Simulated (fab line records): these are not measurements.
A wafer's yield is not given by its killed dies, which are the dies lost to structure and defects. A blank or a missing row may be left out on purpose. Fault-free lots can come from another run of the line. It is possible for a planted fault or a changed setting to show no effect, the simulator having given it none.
fab line records + flow sky130
record
- lots=14
- wafers=42
- last-day=50
route steps=708 shown VT_ADJUST_HVTR@138 GATE_OXIDE@197 LDD_N@245 LDD_LDN@302
lots untouched by any fault: they come from a run of this same line in which no faults occurred
start-h: hours from the record's opening day to when the first of the lot's shown wafers began + wait-h: how many hours have passed since the lot's step before this one + " repeats the value in the row above + L1.1+2: one row covering several wafers at once + - no value present, or no start provided + * or withheld: withheld + < > ~ a bound
route shown NAME@n: names a module that has steps shown in the file, with the first one's number in the route + usual: the fault-free wafers' mean and standard deviation + same: alike in all rows + chamber/n: place in a boat + sites: per-site readings + _std_site: their standard deviation + _edge_site: inner sites' mean taken away from outer sites' mean + radius-mm: for every site, how far away it sits from the centre of the wafer + mask NAME#n: copy n + behind: the last tool/chamber to shape the wafer + hold: why the lot was held/for how many hours/how that ended + device: names the non-switching transistor (n, p or np) + end of line: the same wafers' tests at the end of the route + a step without rows: its recipe alone + killed: count of dies lost to structure and defects at first sort (not the wafer's yield) + map: a wafer's dies, x killed, . not, _ none there
set.NAME: the setting that was run; set.NAME@STEP: the one run at that earlier step + model.NAME: the simulator's own value behind a step, which no gauge read
the route's steps for a sample of lots (tables are steps, rows are wafers)
services: from which hour (start-h, from the record's first day; less than 0 if before it) a tool's chamber was out of use, for how many hours, and why
## steps
# step SKY_VT_ADJUST_HVTR_CD_MEAS_07
# recipe
- target-cd-nm=380
# usual
- cd-nm=380.1/2.6
| lot.wafer | tool      | chamber | start-h | wait-h | cd-nm |
|-----------|-----------|---------|---------|--------|-------|
| L357.1    | cd-sem-02 | -       | 197.03  | 0.1    | 377.6 |
| L357.2    | "         | -       | "       | "      | 377.0 |
| L357.3    | "         | -       | "       | "      | 375.0 |
| L359.2    | cd-sem-02 | -       | 212.68  | 0.1    | 377.1 |
| L359.3    | "         | -       | "       | "      | 378.0 |
| L359.6    | "         | -       | "       | "      | 377.1 |
| L360.3    | cd-sem-01 | -       | 249.35  | 0.1    | 383.1 |
| L360.4    | "         | -       | "       | "      | 384.2 |
| L360.5    | "         | -       | "       | "      | 383.0 |
| L362.2    | cd-sem-02 | -       | 258.50  | 0.1    | 378.5 |
| L362.4    | "         | -       | "       | "      | 380.4 |
| L362.6    | "         | -       | "       | "      | 379.4 |
| L363.1    | cd-sem-01 | -       | 266.48  | 0.1    | 380.5 |
| L363.3    | "         | -       | "       | "      | 380.5 |
| L363.6    | "         | -       | "       | "      | 378.5 |
| L364.1    | cd-sem-01 | -       | 272.72  | 0.1    | 382.5 |
| L364.5    | "         | -       | "       | "      | 382.2 |
| L364.6    | "         | -       | "       | "      | 384.2 |
| L365.3    | cd-sem-01 | -       | 277.37  | 0.1    | 378.5 |
| L365.4    | "         | -       | "       | "      | 380.1 |
| L365.5    | "         | -       | "       | "      | 378.3 |
| L366.3    | cd-sem-01 | -       | 278.41  | 0.1    | 381.6 |
| L366.4    | "         | -       | "       | "      | 376.9 |
| L366.5    | "         | -       | "       | "      | 377.0 |
| L372.1    | cd-sem-02 | -       | 319.16  | 0.1    | 377.5 |
| L372.5    | "         | -       | "       | "      | 378.3 |
| L372.6    | "         | -       | "       | "      | 376.0 |
| L373.1    | cd-sem-02 | -       | 320.42  | 0.2    | 382.5 |
| L373.2    | "         | -       | "       | "      | 384.5 |
| L373.6    | "         | -       | "       | "      | 383.2 |
| L374.1    | cd-sem-02 | -       | 326.08  | 0.1    | 377.5 |
| L374.3    | "         | -       | "       | "      | 377.1 |
| L374.5    | "         | -       | "       | "      | 379.2 |
| L376.1    | cd-sem-01 | -       | 338.23  | 0.1    | 380.1 |
| L376.3    | "         | -       | "       | "      | 380.0 |
| L376.4    | "         | -       | "       | "      | 376.2 |
| L377.1    | cd-sem-02 | -       | 354.68  | 0.1    | 378.7 |
| L377.2    | "         | -       | "       | "      | 378.4 |
| L377.6    | "         | -       | "       | "      | 380.8 |
| L380.1    | cd-sem-02 | -       | 370.96  | 0.1    | 381.2 |
| L380.2    | "         | -       | "       | "      | 380.0 |
| L380.3    | "         | -       | "       | "      | 381.1 |
# step SKY_GATE_OXIDE_OVL_MEAS_10
# usual
- GATE_OXIDE_OVL=1.2/1.6
| lot.wafer | tool       | chamber | start-h | wait-h | GATE_OXIDE_OVL[nm] |
|-----------|------------|---------|---------|--------|--------------------|
| L357.1    | overlay-02 | -       | 299.78  | 0.1    | -0.2               |
| L357.2    | "          | -       | "       | "      | -0.5               |
| L357.3    | "          | -       | "       | "      | 0.2                |
| L359.2    | overlay-02 | -       | 316.09  | 0.1    | 1.1                |
| L359.3    | "          | -       | "       | "      | 0.6                |
| L359.6    | "          | -       | "       | "      | -0.3               |
| L360.3    | overlay-01 | -       | 357.84  | 0.1    | 3.1                |
| L360.4    | "          | -       | "       | "      | 1.1                |
| L360.5    | "          | -       | "       | "      | 0.7                |
| L362.2    | overlay-01 | -       | 368.88  | 0.1    | 1.0                |
| L362.4    | "          | -       | "       | "      | 2.5                |
| L362.6    | "          | -       | "       | "      | 3.6                |
| L363.1    | overlay-02 | -       | 378.57  | 0.1    | 0.5                |
| L363.3    | "          | -       | "       | "      | 2.7                |
| L363.6    | "          | -       | "       | "      | 1.0                |
| L364.1    | overlay-02 | -       | 387.43  | 0.1    | 1.0                |
| L364.5    | "          | -       | "       | "      | 0.5                |
| L364.6    | "          | -       | "       | "      | 1.6                |
| L365.3    | overlay-01 | -       | 392.88  | 0.1    | 3.5                |
| L365.4    | "          | -       | "       | "      | 3.5                |
| L365.5    | "          | -       | "       | "      | 3.4                |
| L366.3    | overlay-01 | -       | 394.79  | 0.1    | 0.4                |
| L366.4    | "          | -       | "       | "      | -0.4               |
| L366.5    | "          | -       | "       | "      | 0.8                |
| L372.1    | overlay-01 | -       | 437.52  | 0.1    | 1.3                |
| L372.5    | "          | -       | "       | "      | 1.0                |
| L372.6    | "          | -       | "       | "      | 0.0                |
| L373.1    | overlay-02 | -       | 441.96  | 0.1    | -0.6               |
| L373.2    | "          | -       | "       | "      | -0.4               |
| L373.6    | "          | -       | "       | "      | -1.2               |
| L374.1    | overlay-02 | -       | 448.62  | 0.1    | 0.8                |
| L374.3    | "          | -       | "       | "      | 1.8                |
| L374.5    | "          | -       | "       | "      | 2.2                |
| L376.1    | overlay-01 | -       | 465.43  | 0.1    | 1.0                |
| L376.3    | "          | -       | "       | "      | -0.3               |
| L376.4    | "          | -       | "       | "      | 1.5                |
| L377.1    | overlay-01 | -       | 480.52  | 0.1    | 1.5                |
| L377.2    | "          | -       | "       | "      | -1.7               |
| L377.6    | "          | -       | "       | "      | 1.3                |
| L380.1    | overlay-01 | -       | 501.51  | 0.1    | 2.3                |
| L380.2    | "          | -       | "       | "      | 4.0                |
| L380.3    | "          | -       | "       | "      | 1.5                |
# step SKY_LDD_N_IMPLANT_08
# recipe
- species=As
- energy-kev=20
- dose-cm2=7.5e+13
- tilt-deg=withheld
- rotation-deg=23
# usual
- beam-energy-keV=20.001/0.0065
| lot.wafer | tool         | chamber | start-h | wait-h | beam-energy-keV |
|-----------|--------------|---------|---------|--------|-----------------|
| L357.1    | implanter-01 | 0       | 389.90  | 0.0    | 20.003          |
| L357.2    | "            | 0       | "       | "      | 20.001          |
| L357.3    | "            | 0       | "       | "      | 20.003          |
| L359.2    | implanter-01 | 0       | 409.17  | 0.0    | 19.998          |
| L359.3    | "            | 0       | "       | "      | 19.998          |
| L359.6    | "            | 0       | "       | "      | 19.992          |
| L360.3    | implanter-01 | 0       | 454.55  | 0.1    | 20.001          |
| L360.4    | "            | 0       | "       | "      | 19.997          |
| L360.5    | "            | 0       | "       | "      | 19.993          |
| L362.2    | implanter-02 | 0       | 468.66  | 0.0    | 20.005          |
| L362.4    | "            | 0       | "       | "      | 20.002          |
| L362.6    | "            | 0       | "       | "      | 20.003          |
| L363.1    | implanter-03 | 0       | 476.17  | 0.0    | 20.003          |
| L363.3    | "            | 0       | "       | "      | 19.992          |
| L363.6    | "            | 0       | "       | "      | 20.008          |
| L364.1    | implanter-01 | 0       | 485.55  | 0.0    | 20.012          |
| L364.5    | "            | 0       | "       | "      | 20.007          |
| L364.6    | "            | 0       | "       | "      | 20.006          |
| L365.3    | implanter-01 | 0       | 490.65  | 0.1    | 19.996          |
| L365.4    | "            | 0       | "       | "      | 20.004          |
| L365.5    | "            | 0       | "       | "      | 20.002          |
| L366.3    | implanter-02 | 0       | 494.82  | 0.1    | 19.997          |
| L366.4    | "            | 0       | "       | "      | 20.007          |
| L366.5    | "            | 0       | "       | "      | 19.998          |
| L372.1    | implanter-02 | 0       | 535.66  | 0.0    | 17.990          |
| L372.5    | "            | 0       | "       | "      | 17.999          |
| L372.6    | "            | 0       | "       | "      | 18.005          |
| L373.1    | implanter-02 | 0       | 541.15  | 0.0    | 17.990          |
| L373.2    | "            | 0       | "       | "      | 17.997          |
| L373.6    | "            | 0       | "       | "      | 17.984          |
| L374.1    | implanter-01 | 0       | 547.48  | 0.0    | 20.004          |
| L374.3    | "            | 0       | "       | "      | 19.999          |
| L374.5    | "            | 0       | "       | "      | 20.005          |
| L376.1    | implanter-03 | 0       | 563.48  | 0.0    | 19.994          |
| L376.3    | "            | 0       | "       | "      | 20.004          |
| L376.4    | "            | 0       | "       | "      | 19.999          |
| L377.1    | implanter-01 | 0       | 578.36  | 0.0    | 20.005          |
| L377.2    | "            | 0       | "       | "      | 19.999          |
| L377.6    | "            | 0       | "       | "      | 19.999          |
| L380.1    | implanter-03 | 0       | 599.43  | 0.0    | 19.982          |
| L380.2    | "            | 0       | "       | "      | 19.992          |
| L380.3    | "            | 0       | "       | "      | 19.994          |
# step SKY_LDD_LDN_TW_MEAS_13
# usual
- LDD_LDN_TW=1487/8.2
| lot.wafer | tool          | chamber | start-h | wait-h | LDD_LDN_TW |
|-----------|---------------|---------|---------|--------|------------|
| L357.1    | film-metro-04 | -       | 512.88  | 0.1    | 1496       |
| L357.2    | "             | -       | "       | "      | 1504       |
| L357.3    | "             | -       | "       | "      | 1497       |
| L359.2    | film-metro-04 | -       | 534.04  | 0.1    | 1490       |
| L359.3    | "             | -       | "       | "      | 1492       |
| L359.6    | "             | -       | "       | "      | 1484       |
| L360.3    | film-metro-01 | -       | 578.78  | 0.1    | 1494       |
| L360.4    | "             | -       | "       | "      | 1502       |
| L360.5    | "             | -       | "       | "      | 1487       |
| L362.2    | film-metro-03 | -       | 592.09  | 0.1    | 1482       |
| L362.4    | "             | -       | "       | "      | 1487       |
| L362.6    | "             | -       | "       | "      | 1483       |
| L363.1    | film-metro-01 | -       | 598.95  | 0.1    | 1492       |
| L363.3    | "             | -       | "       | "      | 1493       |
| L363.6    | "             | -       | "       | "      | 1495       |
| L364.1    | film-metro-04 | -       | 608.06  | 0.1    | 1486       |
| L364.5    | "             | -       | "       | "      | 1498       |
| L364.6    | "             | -       | "       | "      | 1489       |
| L365.3    | film-metro-01 | -       | 612.18  | 0.1    | 1480       |
| L365.4    | "             | -       | "       | "      | 1477       |
| L365.5    | "             | -       | "       | "      | 1465       |
| L366.3    | film-metro-03 | -       | 617.22  | 0.1    | 1483       |
| L366.4    | "             | -       | "       | "      | 1491       |
| L366.5    | "             | -       | "       | "      | 1487       |
| L372.1    | film-metro-03 | -       | 656.32  | 0.1    | 1494       |
| L372.5    | "             | -       | "       | "      | 1480       |
| L372.6    | "             | -       | "       | "      | 1487       |
| L373.1    | film-metro-01 | -       | 661.48  | 0.1    | 1473       |
| L373.2    | "             | -       | "       | "      | 1472       |
| L373.6    | "             | -       | "       | "      | 1474       |
| L374.1    | film-metro-04 | -       | 667.18  | 0.1    | 1505       |
| L374.3    | "             | -       | "       | "      | 1496       |
| L374.5    | "             | -       | "       | "      | 1502       |
| L376.1    | film-metro-03 | -       | 682.07  | 0.1    | 1474       |
| L376.3    | "             | -       | "       | "      | 1482       |
| L376.4    | "             | -       | "       | "      | 1477       |
| L377.1    | film-metro-03 | -       | 696.58  | 0.1    | 1484       |
| L377.2    | "             | -       | "       | "      | 1490       |
| L377.6    | "             | -       | "       | "      | 1491       |
| L380.1    | film-metro-01 | -       | 715.38  | 0.1    | 1481       |
| L380.2    | "             | -       | "       | "      | 1488       |
| L380.3    | "             | -       | "       | "      | 1489       |
## services
| tool         | chamber | start-h | hours | kind   |
|--------------|---------|---------|-------|--------|
| implanter-01 | -       | 373.43  | 2.2   | pm     |
| implanter-02 | -       | 379.07  | 13.7  | pm     |
| implanter-02 | -       | 400.51  | 3.2   | repair |
| implanter-03 | -       | 403.18  | 5.1   | repair |
| implanter-01 | -       | 403.90  | 2.0   | repair |
| implanter-02 | -       | 405.88  | 5.0   | pm     |
| implanter-02 | -       | 463.37  | 1.7   | repair |
| implanter-02 | -       | 473.87  | 3.5   | repair |
| implanter-03 | -       | 501.11  | 1.0   | repair |
| implanter-01 | -       | 563.34  | 3.2   | pm     |
| implanter-01 | -       | 579.56  | 4.3   | pm     |
## key
first-sign
- step=SKY_LDD_N_IMPLANT_08
- reading=beam-energy-keV
- direction=down
- sigmas=99+
- usual=*
- struck=*
effect none on later readings
met-at SKY_LDD_N_IMPLANT_08
struck-lots L372,L373
tester-left-out L372,L373
not-acting-at SKY_VT_ADJUST_HVTR_CD_MEAS_07,SKY_GATE_OXIDE_OVL_MEAS_10,SKY_LDD_LDN_TW_MEAS_13
onset-between 494.82 535.66
fault
- kind=process-parameter-drift
- tool=implanter-02
- chamber=-
- onset-h=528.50
- steps=SKY_LDD_N_IMPLANT_08
- channel=energy-kev
- offset=*
- shape=step
- end-h=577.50
- acts-in=*
- stated=*
# tester-left-out: of these lots the tester's yield and bins aren't shown, on N5 and GAA mostly nor the transistor test; their killed dies are dies lost to structure and defects alone, not to doping, threshold or leakage, so they don't give the yield
